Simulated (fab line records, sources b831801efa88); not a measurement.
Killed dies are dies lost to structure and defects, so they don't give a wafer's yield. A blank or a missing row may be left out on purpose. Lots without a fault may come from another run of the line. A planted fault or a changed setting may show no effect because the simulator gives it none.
A struck lot beside a sound one | flow sky130 | 21 steps out of a route of 708
Sound: wafers L256.2, L256.3, L256.4. Struck: wafers L262.1, L262.2, L262.4. The cause comes at the end.
At each step with rows: each side's tool, then ch and its chambers, then its first start. Under that, the readings that differ: sound wafers | struck wafers | difference of the means | sigmas: that difference in standard deviations of wafers without a fault.
alike: readings whose means differ by less than 2 such deviations, and words and numbers that are the same on both sides. not compared: withheld readings, readings that some wafer has no value for, bounds like >300 that may hide the same value, and numbers for which the record gives no deviation and whose values overlap.
The two part at a step that has a row with sigmas, a row that says differs or no value, or rows on one side only. Numbers that don't overlap but have no deviation are shown without sigmas and don't part them. A reading that every wafer of one side lacks parts them only if that side has two wafers or more.

first, 6 steps without rows for these wafers: SKY_LDD_N_IMPLANT_10; SKY_LDD_N_IMPLANT_11; SKY_LDD_N_IMPLANT_12; SKY_LDD_N_IMPLANT_13; SKY_LDD_N_IMPLANT_14; SKY_LDD_N_IMPLANT_15.
SKY_LDD_N_STRIP_16: strips in O2/N2.
  sound on plasma_asher-02 ch 0,1, day 17 13:33; struck on plasma_asher-01 ch 0,1, day 19 20:15
  reading                     | sound          | struck         | difference | sigmas
  drypump_motor_current_A (A) | 5.55 5.80 5.55 | 5.24 5.32 5.24 | -0.37      | -2
  alike: o2_flow_sccm, oes_product_au, strip_time_to_endpoint_s
  not compared: rf_hours_counter_h
SKY_LDD_N_TW_MEAS_17:
  sound on film_metro-01, day 17 13:40; struck on film_metro-03, day 19 20:21
  alike: LDD_N_TW
then, 4 steps without rows for these wafers: SKY_LDD_P_DEHYDRATE_00 (time 60 s); SKY_LDD_P_HMDS_01 (prime time 60 s); SKY_LDD_P_COAT_02 (resist thk 1140 nm); SKY_LDD_P_SOFTBAKE_03 (time 60 s).
SKY_LDD_P_EXPOSE_04: exposes mask PSDM, target cd 380 nm.
  sound on iline_stepper-02 ch 0, day 18 04:31; struck on iline_stepper-01 ch 0, day 20 11:50
  reading | sound                | struck            | difference | sigmas
  mask    | PSDM#0 PSDM#0 PSDM#0 | NTM#0 NTM#0 NTM#0 | differs    |
  alike: reticle_temp_C
then, 2 steps without rows for these wafers: SKY_LDD_P_PEB_05; SKY_LDD_P_DEVELOP_06 (develop time 60 s).
SKY_LDD_P_CD_MEAS_07: target cd 380 nm.
  sound on cd_sem-02, day 18 19:19; struck on cd_sem-01, day 21 03:04
  reading    | sound             | struck | difference                    | sigmas
  cd_nm (nm) | 379.3 379.0 377.6 | - - -  | no value on the struck wafers |
SKY_LDD_P_OVL_MEAS_08:
  sound on overlay-02, day 18 19:26; struck on overlay-01, day 21 03:11
  reading        | sound         | struck | difference                    | sigmas
  LDD_P_OVL (nm) | -0.7 -0.9 0.4 | - - -  | no value on the struck wafers |
then, 1 step without rows for these wafers: SKY_LDD_P_IMPLANT_09.
SKY_LDD_P_STRIP_10: strips in O2/N2.
  sound on plasma_asher-04 ch 0,1, day 18 19:37; struck on plasma_asher-04 ch 0,1, day 21 03:22
  alike: drypump_motor_current_A, o2_flow_sccm, oes_product_au, strip_time_to_endpoint_s
  not compared: rf_hours_counter_h
SKY_LDD_P_TW_MEAS_11:
  sound on film_metro-04, day 18 19:43; struck on film_metro-02, day 21 03:28
  reading  | sound       | struck   | difference | sigmas
  LDD_P_TW | 632 633 628 | 30 30 30 | -601       | -99 or more
then, 1 step without rows for these wafers: SKY_LDD_HVN_DEHYDRATE_00 (time 60 s).

WHERE THEY PART
First at SKY_LDD_N_STRIP_16; last, within this record, at SKY_LDD_P_TW_MEAS_11.

WHY: what the simulator had put in
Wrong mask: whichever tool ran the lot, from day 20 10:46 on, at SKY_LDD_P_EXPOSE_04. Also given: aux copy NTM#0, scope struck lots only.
